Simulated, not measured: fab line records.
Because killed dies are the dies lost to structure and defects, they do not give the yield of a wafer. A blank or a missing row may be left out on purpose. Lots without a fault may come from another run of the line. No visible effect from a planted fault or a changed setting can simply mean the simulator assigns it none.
Which of the tools did it? || flow gf180mcu || 39 wafers from 13 lots sampled at 2 of the route's 602 steps

== WHAT THE GAUGES SHOWED, per wafer ==
GF_V4_OVL_MEAS_15. Usual: V4_OVL gives 0 nm (standard deviation 6.5).
{"lot": "L569", "measured": "day 23 19:14", "on": "overlay-01", "V4_OVL (nm)": "1 -9 1", "flag": ""}
{"lot": "L570", "measured": "day 24 12:53", "on": "overlay-02", "V4_OVL (nm)": "6 -2 3", "flag": ""}
{"lot": "L571", "measured": "day 24 16:05", "on": "overlay-01", "V4_OVL (nm)": "2 -1 -2", "flag": ""}
{"lot": "L572", "measured": "day 25 07:38", "on": "overlay-02", "V4_OVL (nm)": "-3 -1 -3", "flag": ""}
{"lot": "L573", "measured": "day 26 04:55", "on": "overlay-02", "V4_OVL (nm)": "-13 -15 -8", "flag": ""}
{"lot": "L576", "measured": "day 26 18:10", "on": "overlay-01", "V4_OVL (nm)": "-5 -4 -2", "flag": ""}
{"lot": "L577", "measured": "day 27 14:10", "on": "overlay-01", "V4_OVL (nm)": "11 7 6", "flag": ""}
{"lot": "L578", "measured": "day 27 21:13", "on": "overlay-02", "V4_OVL (nm)": "13 1 -1", "flag": ""}
{"lot": "L580", "measured": "day 28 07:19", "on": "overlay-02", "V4_OVL (nm)": "5 3 4", "flag": ""}
{"lot": "L589", "measured": "day 30 11:01", "on": "overlay-01", "V4_OVL (nm)": "-4 0 0", "flag": ""}
{"lot": "L590", "measured": "day 30 13:52", "on": "overlay-02", "V4_OVL (nm)": "2 0 -2", "flag": ""}
{"lot": "L591", "measured": "day 30 20:28", "on": "overlay-02", "V4_OVL (nm)": "16 12 12", "flag": ""}
{"lot": "L592", "measured": "day 31 03:58", "on": "overlay-02", "V4_OVL (nm)": "4 12 12", "flag": ""}

GF_V4_RS_MEAS_24: measurement is done with a four-point probe. Usual: V4_W_RS gives 0.3295 ohm/sq (standard deviation 0.0029).
{"lot": "L569", "measured": "day 23 20:10", "on": "filmMetro-01", "V4_W_RS (ohm/sq)": "0.3280 0.3257 0.3290", "flag": ""}
{"lot": "L570", "measured": "day 24 13:58", "on": "filmMetro-01", "V4_W_RS (ohm/sq)": "0.3273 0.3248 0.3294", "flag": ""}
{"lot": "L571", "measured": "day 24 17:03", "on": "filmMetro-02", "V4_W_RS (ohm/sq)": "0.3309 0.3250 0.3333", "flag": ""}
{"lot": "L572", "measured": "day 25 08:33", "on": "filmMetro-02", "V4_W_RS (ohm/sq)": "0.3258 0.3263 0.3228", "flag": ""}
{"lot": "L573", "measured": "day 26 05:52", "on": "filmMetro-02", "V4_W_RS (ohm/sq)": "0.3303 0.3289 0.3305", "flag": ""}
{"lot": "L576", "measured": "day 26 19:06", "on": "filmMetro-01", "V4_W_RS (ohm/sq)": "0.3326 0.3278 0.3354", "flag": ""}
{"lot": "L577", "measured": "day 27 15:05", "on": "filmMetro-03", "V4_W_RS (ohm/sq)": "0.3280 0.3312 0.3301", "flag": ""}
{"lot": "L578", "measured": "day 27 22:09", "on": "filmMetro-03", "V4_W_RS (ohm/sq)": "0.3276 0.3300 0.3284", "flag": ""}
{"lot": "L580", "measured": "day 28 08:15", "on": "filmMetro-03", "V4_W_RS (ohm/sq)": "0.3309 0.3291 0.3273", "flag": ""}
{"lot": "L589", "measured": "day 30 11:56", "on": "filmMetro-01", "V4_W_RS (ohm/sq)": "0.3249 0.3305 0.3282", "flag": ""}
{"lot": "L590", "measured": "day 30 14:47", "on": "filmMetro-01", "V4_W_RS (ohm/sq)": "0.3296 0.3307 0.3244", "flag": ""}
{"lot": "L591", "measured": "day 30 21:24", "on": "filmMetro-02", "V4_W_RS (ohm/sq)": "0.3271 0.3259 0.3258", "flag": ""}
{"lot": "L592", "measured": "day 31 04:53", "on": "filmMetro-01", "V4_W_RS (ohm/sq)": "0.3298 0.3290 0.3273", "flag": ""}

== EACH LOT AND THE TOOL THAT RAN IT (in order: tool; ch and the chambers of the sampled wafers; start) ==
There is no process step in the record ahead of these readings.

== AS READ BY THE TOOLS THEMSELVES (means over the sampled wafers that have a number; for cases with no such wafer, the mark the record gives instead) ==
The record holds no such reading with a usual standard deviation.

== THE ANSWER, worked out from the rows above alone ==
Rule: a lot is off if the mean of its wafers that have a number lies more than 3 standard deviations from the usual mean. A lot without any number at a reading at which 4 lots or more have one is off too. Where the step has rows for the other lots, those lots are counted as sound. After the gauges, taken in route order, come the tools' own readings; for these a lot's mean is taken, as printed above. The first step at which some lot is off is used, and at that step the reading that is off furthest; a lot without a number counts as furthest.
Nothing can be told from this: no lot is off at any reading shown.

== WHAT THE SIMULATOR HAD INSERTED ==
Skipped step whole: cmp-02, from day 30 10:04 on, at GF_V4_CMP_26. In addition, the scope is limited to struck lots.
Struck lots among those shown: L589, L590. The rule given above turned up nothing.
